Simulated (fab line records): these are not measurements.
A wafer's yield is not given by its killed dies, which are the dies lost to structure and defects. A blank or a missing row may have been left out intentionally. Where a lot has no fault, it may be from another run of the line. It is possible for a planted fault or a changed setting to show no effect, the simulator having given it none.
Problem report, 8D (eight disciplines) form, completed by code    flow sky130    the parts of the form that need people (team, actions taken, sign-off) are left out

## 1. WHAT IS WRONG
Mean of killed-at-other at SKY_PAD_OPEN_PROBE_99: 54.0 over 2 wafers from 1 lot, against 0.3 (standard deviation 0.62) on wafers with no fault. Measured from the usual mean, that is +87 standard deviations.
The first sign was on wafer L801.2 at day 50 07:22, on prober-02. The record has a number at this step for 30 wafers belonging to 10 lots. By rule, "out" or "out of limits" means more than 4 standard deviations away from the usual mean. The other wafers with a number count as sound.

## 2. WHAT IT IS, AND WHAT IT ISN'T
question                     is                                                                                                    is not
which readings at this step  killed-at-other, defect-limited-yield, killed-dies, sort_bin_5_function, sort-n-pass, sort-yield-pct  killed_at_M0_to_M3, killed_at_M4_up, killed-at-contacts, killed-at-front-end, killed-open, killed-short
which lots                   L801                                                                                                  L783, L784, L785, L787, L789, L790, L792, L794, L802
which wafers of those lots   L801.2, L801.4                                                                                        L801.1
read on which tools          prober-02                                                                                             prober-01
when                         from day 50 07:22                                                                                     up to then (25 sound wafers); but 3 sound wafers of L802 came after

## 3. WHAT RULES OUT EACH SUSPECT
Counting: any tool at a process step up to the reading remains a suspect provided it ran every lot that is out. Sound lots after the first of them don't rule it out here, since some wafers of a struck lot are sound.
- plasma-asher-04 at SKY_FIELD_ISO_STRIP_16 (strips in O2/N2): kept. It ran the lot that is out, L801 (day 6 02:39); its last sound lot up to then is L794 (day 4 15:37).
- rie-si-01 at SKY_FIELD_ISO_ETCH_17 (etches Si in HBr/Cl2/O2, target depth 342 nm, time 97.7 s): kept. It ran the lot that is out, L801 (day 6 02:45); its last sound lot up to then is L792 (day 4 04:48).
- cmp-01 at SKY_FIELD_ISO_CMP_27 (polishes, stops on Si3N4, t overpolish 16 s, target thk 457.8 nm): kept. It ran the lot that is out, L801 (day 6 07:03); its last sound lot up to then is L794 (day 4 21:09).
- plasma-asher-01 at SKY_CAPM_STRIP_14 (strips in O2/N2): kept. It ran the lot that is out, L801 (day 43 03:42); its last sound lot up to then is L794 (day 41 02:36).
- prober-02 at SKY_PAD_OPEN_PROBE_99: kept. It ran the lot that is out, L801 (day 50 07:19); its last sound lot up to then is L792 (day 48 05:01). Out on those wafers are its own readings of defect-limited-yield, killed-at-other, killed-dies, sort_bin_5_function, sort-n-pass, sort-yield-pct.
- Within plasma-asher-04 at SKY_FIELD_ISO_STRIP_16, the wafers that are out were processed in chamber 1 and their sound lot-mates in chamber 0.
- Within rie-si-01 at SKY_FIELD_ISO_ETCH_17: the wafers that are out ran in chambers 0, 2; their sound lot-mates ran in chamber 1.
- Within cmp-01 at SKY_FIELD_ISO_CMP_27: the wafers that are out ran in chambers 1, 2; their sound lot-mates ran in chamber 0.
- Within plasma-asher-01 at SKY_CAPM_STRIP_14, the wafers that are out were processed in chamber 1 and their sound lot-mates in chamber 0.
Left after counting: plasma-asher-04 at SKY_FIELD_ISO_STRIP_16, rie-si-01 at SKY_FIELD_ISO_ETCH_17, cmp-01 at SKY_FIELD_ISO_CMP_27, plasma-asher-01 at SKY_CAPM_STRIP_14, prober-02 at SKY_PAD_OPEN_PROBE_99.

## 4. THE CAUSE (what the simulator had put in)
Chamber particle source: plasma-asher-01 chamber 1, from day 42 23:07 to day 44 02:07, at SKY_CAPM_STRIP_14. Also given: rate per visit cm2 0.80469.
This tool is one of the 5 suspects left after counting.

## 5. SEQUENCE OF EFFECTS, ordered by route
Rows list readings where the struck wafers' mean (over those with a number) sits beyond 3 standard deviations from the usual. Scope: only readings with a usual standard deviation given in the record; hours: median across lots of the time from each lot's start at the first step in this table that gives one to its start at this step; sigmas: change in usual standard deviations.
hours  step                   reading               usual   on struck wafers  change  sigmas
0      SKY_PAD_OPEN_PROBE_99  defect-limited-yield  82.6 %  73.7              -8.9    -4.7
0      SKY_PAD_OPEN_PROBE_99  killed-at-other       0.3     54.0              +53.7   +87
0      SKY_PAD_OPEN_PROBE_99  killed-dies           86      130               +44     +4.6
0      SKY_PAD_OPEN_PROBE_99  sort_bin_3_pad_short  0.9 %   2.3               +1.4    +3.3
0      SKY_PAD_OPEN_PROBE_99  sort_bin_5_function   10.5 %  16.6              +6.1    +4.4
0      SKY_PAD_OPEN_PROBE_99  sort-n-pass           406     362               -44     -4.6
0      SKY_PAD_OPEN_PROBE_99  sort-yield-pct        82.6 %  73.7              -8.9    -4.7
It contains these process steps:
- SKY_PAD_OPEN_PROBE_99

## 6. WHAT WOULD HAVE CAUGHT IT SOONER
176 hours passed between the start of the fault at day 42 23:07 and the first reading out of limits in this record, taken at day 50 07:22.
An alarm limit of 4 standard deviations would not have fired on the tool readings at SKY_CAPM_STRIP_14 for which the record gives a usual standard deviation, since none of them was out on any struck wafer.
All the lots that are out (1) had begun SKY_CAPM_STRIP_14 on plasma-asher-01 by day 50 07:22. Tool hold at that time: it would have spared none of them.
